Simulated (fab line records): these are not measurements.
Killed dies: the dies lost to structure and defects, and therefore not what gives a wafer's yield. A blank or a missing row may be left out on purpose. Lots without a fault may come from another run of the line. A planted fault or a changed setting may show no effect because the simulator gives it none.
Which tool did it? / flow gf180mcu / 13 lots, 39 wafers sampled, at 4 steps of a route of 602

== WHAT THE GAUGES SHOWED, per wafer ==
GF_SALICIDE_RS_MEAS_04: measures by four-point-probe.
lot=L752; measured=day 15 05:29; on=filmMetro-02; SALICIDE_TIN_RS (ohm/sq)=16.4 16.7 16.8
lot=L753; measured=day 15 07:39; on=filmMetro-03; SALICIDE_TIN_RS (ohm/sq)=16.7 16.6 16.6
lot=L756; measured=day 16 11:21; on=filmMetro-03; SALICIDE_TIN_RS (ohm/sq)=16.4 16.6 16.3
lot=L757; measured=day 17 10:17; on=filmMetro-02; SALICIDE_TIN_RS (ohm/sq)=15.9 16.0 15.7
lot=L758; measured=day 17 09:07; on=filmMetro-04; SALICIDE_TIN_RS (ohm/sq)=16.5 16.1 16.6
lot=L760; measured=day 18 02:17; on=filmMetro-04; SALICIDE_TIN_RS (ohm/sq)=16.2 16.0 16.1
lot=L761; measured=day 18 16:16; on=filmMetro-03; SALICIDE_TIN_RS (ohm/sq)=16.1 16.1 16.0
lot=L762; measured=day 19 02:25; on=filmMetro-03; SALICIDE_TIN_RS (ohm/sq)=15.8 15.7 15.8
lot=L764; measured=day 19 17:06; on=filmMetro-04; SALICIDE_TIN_RS (ohm/sq)=16.5 16.9
lot=L765; measured=day 20 07:41; on=filmMetro-03; SALICIDE_TIN_RS (ohm/sq)=15.9 16.0 16.0
lot=L766; measured=day 20 09:01; on=filmMetro-02; SALICIDE_TIN_RS (ohm/sq)=16.5
lot=L768; measured=day 21 10:24; on=filmMetro-02; SALICIDE_TIN_RS (ohm/sq)=16.2 16.4
lot=L775; measured=day 23 10:27; on=filmMetro-02; SALICIDE_TIN_RS (ohm/sq)=16.5 16.6 16.6

GF_V1_THK_MEAS_01.
lot=L752; measured=day 17 05:28; on=filmMetro-01; V1_CVD_00_THK (nm)=593 597 594
lot=L753; measured=day 17 08:44; on=filmMetro-03; V1_CVD_00_THK (nm)=598 600 593
lot=L756; measured=day 18 13:52; on=filmMetro-02; V1_CVD_00_THK (nm)=606 602 609
lot=L757; measured=day 19 13:37; on=filmMetro-01; V1_CVD_00_THK (nm)=598 589 603
lot=L758; measured=day 19 12:35; on=filmMetro-03; V1_CVD_00_THK (nm)=603 604 596
lot=L760; measured=day 20 05:53; on=filmMetro-02; V1_CVD_00_THK (nm)=605 606 594
lot=L761; measured=day 20 20:09; on=filmMetro-02; V1_CVD_00_THK (nm)=606 605 604
lot=L762; measured=day 21 05:55; on=filmMetro-02; V1_CVD_00_THK (nm)=593 600 600
lot=L764; measured=day 21 20:39; on=filmMetro-02; V1_CVD_00_THK (nm)=596 600
lot=L765; measured=day 22 11:19; on=filmMetro-02; V1_CVD_00_THK (nm)=592 591 595
lot=L766; measured=day 22 12:07; on=filmMetro-03; V1_CVD_00_THK (nm)=600
lot=L768; measured=day 23 14:04; on=filmMetro-03; V1_CVD_00_THK (nm)=595 597
lot=L775; measured=day 25 10:03; on=filmMetro-03; V1_CVD_00_THK (nm)=615 611 602

== WHICH TOOL RAN EACH LOT (tool, then ch and the chambers of the sampled wafers, then the start) ==
lot=L752; GF_STI_STRIP_15=plasmaAsher-02 ch 0,1, day 2 02:33; GF_POLY_GATE_ETCH_13=rieSi-01 ch 1,2,3, day 9 08:32
lot=L753; GF_STI_STRIP_15=plasmaAsher-01 ch 0,1, day 2 06:38; GF_POLY_GATE_ETCH_13=rieSi-01 ch 1,2,3, day 9 11:47
lot=L756; GF_STI_STRIP_15=plasmaAsher-02 ch 0,1, day 2 22:03; GF_POLY_GATE_ETCH_13=rieSi-01 ch 1,2, day 10 10:08
lot=L757; GF_STI_STRIP_15=plasmaAsher-01 ch 0,1, day 3 05:08; GF_POLY_GATE_ETCH_13=rieSi-01 ch 1,2,3, day 10 22:25
lot=L758; GF_STI_STRIP_15=plasmaAsher-02 ch 0,1, day 3 08:23; GF_POLY_GATE_ETCH_13=rieSi-02 ch 0,1,2, day 10 23:41
lot=L760; GF_STI_STRIP_15=plasmaAsher-04 ch 0,1, day 3 18:35; GF_POLY_GATE_ETCH_13=rieSi-01 ch 0,3, day 11 16:11
lot=L761; GF_STI_STRIP_15=plasmaAsher-01 ch 0,1, day 3 23:26; GF_POLY_GATE_ETCH_13=rieSi-02 ch 0,1, day 12 01:50
lot=L762; GF_STI_STRIP_15=plasmaAsher-01 ch 0,1, day 4 04:50; GF_POLY_GATE_ETCH_13=rieSi-02 ch 0,1, day 12 08:23
lot=L764; GF_STI_STRIP_15=plasmaAsher-04 ch 0,1, day 4 15:38; GF_POLY_GATE_ETCH_13=rieSi-02 ch 0,1,3, day 13 01:49
lot=L765; GF_STI_STRIP_15=plasmaAsher-04 ch 0,1, day 4 19:43; GF_POLY_GATE_ETCH_13=rieSi-01 ch 0,1, day 13 05:14
lot=L766; GF_STI_STRIP_15=plasmaAsher-04 ch 0,1, day 5 02:08; GF_POLY_GATE_ETCH_13=rieSi-02 ch 2,3, day 13 10:13
lot=L768; GF_STI_STRIP_15=plasmaAsher-04 ch 0,1, day 5 11:50; GF_POLY_GATE_ETCH_13=rieSi-02 ch 0,1, day 14 03:05
lot=L775; GF_STI_STRIP_15=plasmaAsher-02 ch 0,1, day 7 00:19; GF_POLY_GATE_ETCH_13=rieSi-01 ch 1,2,3, day 16 06:35
- GF_STI_STRIP_15: strips in O2/N2.
- GF_POLY_GATE_ETCH_13: etches poly-Si in HBr/Cl2, stops on SiO2, target depth 198.5 nm, time 69.6 s.

== WHAT THE TOOLS THEMSELVES READ (means of the sampled wafers that have a number; where no wafer has one, the mark that the record gives instead) ==
GF_STI_STRIP_15.
lot=L752; tool=plasmaAsher-02; drypumpMotorCurrentA (A)=5.8; heaterPowerW (W)=386; oesProductAu (a.u.)=0.380; stripTimeToEndpointS (s)=3.63
lot=L753; tool=plasmaAsher-01; drypumpMotorCurrentA (A)=6.0; heaterPowerW (W)=365; oesProductAu (a.u.)=0.384; stripTimeToEndpointS (s)=3.69
lot=L756; tool=plasmaAsher-02; drypumpMotorCurrentA (A)=5.5; heaterPowerW (W)=369; oesProductAu (a.u.)=0.388; stripTimeToEndpointS (s)=3.73
lot=L757; tool=plasmaAsher-01; drypumpMotorCurrentA (A)=6.0; heaterPowerW (W)=364; oesProductAu (a.u.)=0.392; stripTimeToEndpointS (s)=3.81
lot=L758; tool=plasmaAsher-02; drypumpMotorCurrentA (A)=5.7; heaterPowerW (W)=386; oesProductAu (a.u.)=0.385; stripTimeToEndpointS (s)=3.75
lot=L760; tool=plasmaAsher-04; drypumpMotorCurrentA (A)=5.3; heaterPowerW (W)=397; oesProductAu (a.u.)=0.382; stripTimeToEndpointS (s)=3.78
lot=L761; tool=plasmaAsher-01; drypumpMotorCurrentA (A)=5.9; heaterPowerW (W)=373; oesProductAu (a.u.)=0.386; stripTimeToEndpointS (s)=3.73
lot=L762; tool=plasmaAsher-01; drypumpMotorCurrentA (A)=5.9; heaterPowerW (W)=363; oesProductAu (a.u.)=0.382; stripTimeToEndpointS (s)=3.68
lot=L764; tool=plasmaAsher-04; drypumpMotorCurrentA (A)=5.8; heaterPowerW (W)=411; oesProductAu (a.u.)=0.385; stripTimeToEndpointS (s)=3.75
lot=L765; tool=plasmaAsher-04; drypumpMotorCurrentA (A)=5.8; heaterPowerW (W)=412; oesProductAu (a.u.)=0.383; stripTimeToEndpointS (s)=3.71
lot=L766; tool=plasmaAsher-04; drypumpMotorCurrentA (A)=5.3; heaterPowerW (W)=401; oesProductAu (a.u.)=0.380; stripTimeToEndpointS (s)=3.67
lot=L768; tool=plasmaAsher-04; drypumpMotorCurrentA (A)=5.3; heaterPowerW (W)=395; oesProductAu (a.u.)=0.385; stripTimeToEndpointS (s)=3.71
lot=L775; tool=plasmaAsher-02; drypumpMotorCurrentA (A)=5.8; heaterPowerW (W)=376; oesProductAu (a.u.)=0.383; stripTimeToEndpointS (s)=3.73

GF_POLY_GATE_ETCH_13.
lot=L752; tool=rieSi-01; drypumpMotorCurrentA (A)=5.76; oesProductAu (a.u.)=0.992; runLengthS (s)=97.9; throttleValvePct (%)=33.688
lot=L753; tool=rieSi-01; drypumpMotorCurrentA (A)=5.77; oesProductAu (a.u.)=0.988; runLengthS (s)=97.8; throttleValvePct (%)=33.678
lot=L756; tool=rieSi-01; drypumpMotorCurrentA (A)=5.69; oesProductAu (a.u.)=0.991; runLengthS (s)=98.2; throttleValvePct (%)=33.681
lot=L757; tool=rieSi-01; drypumpMotorCurrentA (A)=5.78; oesProductAu (a.u.)=0.982; runLengthS (s)=97.8; throttleValvePct (%)=33.688
lot=L758; tool=rieSi-02; drypumpMotorCurrentA (A)=5.62; oesProductAu (a.u.)=0.977; runLengthS (s)=98.2; throttleValvePct (%)=33.686
lot=L760; tool=rieSi-01; drypumpMotorCurrentA (A)=6.04; oesProductAu (a.u.)=0.991; runLengthS (s)=97.1; throttleValvePct (%)=33.689
lot=L761; tool=rieSi-02; drypumpMotorCurrentA (A)=5.53; oesProductAu (a.u.)=0.984; runLengthS (s)=98.1; throttleValvePct (%)=33.683
lot=L762; tool=rieSi-02; drypumpMotorCurrentA (A)=5.55; oesProductAu (a.u.)=0.987; runLengthS (s)=98.2; throttleValvePct (%)=33.678
lot=L764; tool=rieSi-02; drypumpMotorCurrentA (A)=5.62; oesProductAu (a.u.)=1.003; runLengthS (s)=78.6; throttleValvePct (%)=33.678
lot=L765; tool=rieSi-01; drypumpMotorCurrentA (A)=5.89; oesProductAu (a.u.)=0.990; runLengthS (s)=97.8; throttleValvePct (%)=33.685
lot=L766; tool=rieSi-02; drypumpMotorCurrentA (A)=5.88; oesProductAu (a.u.)=1.002; runLengthS (s)=78.9; throttleValvePct (%)=33.686
lot=L768; tool=rieSi-02; drypumpMotorCurrentA (A)=5.58; oesProductAu (a.u.)=1.006; runLengthS (s)=78.6; throttleValvePct (%)=33.687
lot=L775; tool=rieSi-01; drypumpMotorCurrentA (A)=5.78; oesProductAu (a.u.)=0.989; runLengthS (s)=98.1; throttleValvePct (%)=33.679

== THE ANSWER, worked out from the rows above alone ==
Rule: what is usual is taken from the lots themselves. Put in order of their means at a reading, lots are off if they are a third of the lots or fewer, leave a main group of 4 or more, and stand apart from it by a gap of 3 or more times the standard deviation of the main group's means; of several such gaps the widest counts. The tables above print the reading to a certain number of digits; a main group whose means all agree to those digits is not used. Also off: a lot with no number at a reading for which 4 or more lots have one. Any other lot the step has rows for is counted as sound. First the gauges in route order, then the tools' own readings, where a lot's mean is used as printed above. At the first step where some lot is off, the reading lying furthest off is the one used; lots without a number count as furthest.
Off, at GF_POLY_GATE_ETCH_13 on runLengthS: L764, L766, L768. The main group has a mean of 97.9 s with a standard deviation of 0.32.
If a tool, at that step or one of the process steps before it, ran each lot that is off and ran no sound lot following the first of them, it fits. One candidate fits, namely rieSi-02 at GF_POLY_GATE_ETCH_13. Its last sound lot is L762 (day 12 08:23), its first lot that is off L764 (day 13 01:49): a fault that began between those two fits.
The tool's own readings at GF_POLY_GATE_ETCH_13 bear it out: on the lots that are off they differ by more than 5 times the standard deviation of the sound lots' means. runLengthS reads 78.7 s there against 97.9 s on the sound lots.

== WHAT THE SIMULATOR PUT IN ==
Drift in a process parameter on rieSi-02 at GF_POLY_GATE_ETCH_13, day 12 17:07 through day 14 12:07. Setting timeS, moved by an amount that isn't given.
Struck lots among those shown: L764, L766, L768. The rule above found the same.
